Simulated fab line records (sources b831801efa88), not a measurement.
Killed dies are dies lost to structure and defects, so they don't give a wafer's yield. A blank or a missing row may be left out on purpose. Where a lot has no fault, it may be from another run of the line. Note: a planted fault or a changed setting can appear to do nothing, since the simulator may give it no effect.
One fault through the eyes of 2 desks | flow gf180mcu | only its own numbers are on each desk; what lay behind them is given at the end

AT THE TOOL OWNER'S DESK: litho-track-04
The tool's own readings at GF_V4_PEB_12 (peb time 90 s): means of the sampled wafers that have a number, for each lot that ran on this tool. A lot is out of limits, marked OUT, if its mean lies more than 4 standard deviations from the usual mean; the brackets give that distance.
Columns: A = exhaust-pa at GF_V4_PEB_12, usual 45.2 Pa; B = heater-power-total-W at GF_V4_PEB_12, usual 85.70 W; C = plate-temp-C at GF_V4_PEB_12, usual 135.04 C
lot  | first seen here | A    | B               | C
L894 | day 24 01:56    | 45.4 | 85.64           | 135.02
L902 | day 27 01:55    | 44.6 | 85.69           | 135.07
L904 | day 27 23:23    | 45.6 | 85.65           | 135.02
L908 | day 28 20:04    | 44.7 | 83.90 (-23) OUT | 132.87 (-18) OUT
L909 | day 29 02:43    | 45.2 | 83.97 (-22) OUT | 132.86 (-18) OUT
This desk's verdict: out of limits on L908, L909, starting with L908 at day 28 20:04 (heater-power-total-W at GF_V4_PEB_12). In limits: L894, L902, L904.

THE METROLOGY DESK
Lot by lot, what the gauges showed, no matter which tool ran the lot: averages of those sampled wafers that carry a number. A lot is out of limits, marked OUT, if its mean lies more than 4 standard deviations from the usual mean; the brackets give that distance.
Columns: A = M4_OVL at GF_M4_OVL_MEAS_15, usual -2 nm; B = V4_CVD_02_THK at GF_V4_THK_MEAS_03, usual 851 nm; C = cd-nm at GF_V4_CD_MEAS_14, usual 259.8 nm
lot  | first seen here | A  | B   | C
L894 | day 23 02:53    | -8 | 851 | 261.4
L895 | day 23 17:23    | -2 | 855 | 260.9
L896 | day 24 08:40    | 5  | 859 | 259.6
L898 | day 24 11:50    | 0  | 853 | 259.4
L902 | day 26 04:13    | 2  | 863 | 259.5
L904 | day 27 02:17    | 0  | 839 | 257.8
L907 | day 27 16:17    | -5 | 842 | 259.8
L908 | day 27 23:26    | -8 | 851 | 254.7
L909 | day 28 06:43    | 6  | 852 | 253.4 (-4.9) OUT
L914 | day 29 20:49    | 7  | 866 | 259.0
L916 | day 30 12:23    | -7 | 842 | 259.0
L917 | day 30 14:29    | -6 | 856 | 258.7
This desk's verdict: out of limits on L909, starting with L909 at day 29 03:04 (cd-nm at GF_V4_CD_MEAS_14). In limits: L894, L895, L896, L898, L902, L904, L907, L908, L914, L916, L917.

BROUGHT TOGETHER
The tool owner's desk could have raised an alarm at day 28 20:04, on L908, L909.
At day 29 03:04 the metrology desk could have sounded an alarm, on L909.
The metrology desk holds a record of L908, inside its limits.
GF_V4_PEB_12 was run on litho-track-04 by each of the lots named.

WHAT THE SIMULATOR PUT IN
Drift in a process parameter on litho-track-04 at GF_V4_PEB_12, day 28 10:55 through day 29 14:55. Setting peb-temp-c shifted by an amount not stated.
Struck lots among those shown: L908, L909.
Hours from the fault's start to each desk's first reading out of limits: the tool owner's desk, 9; the metrology desk, 16.
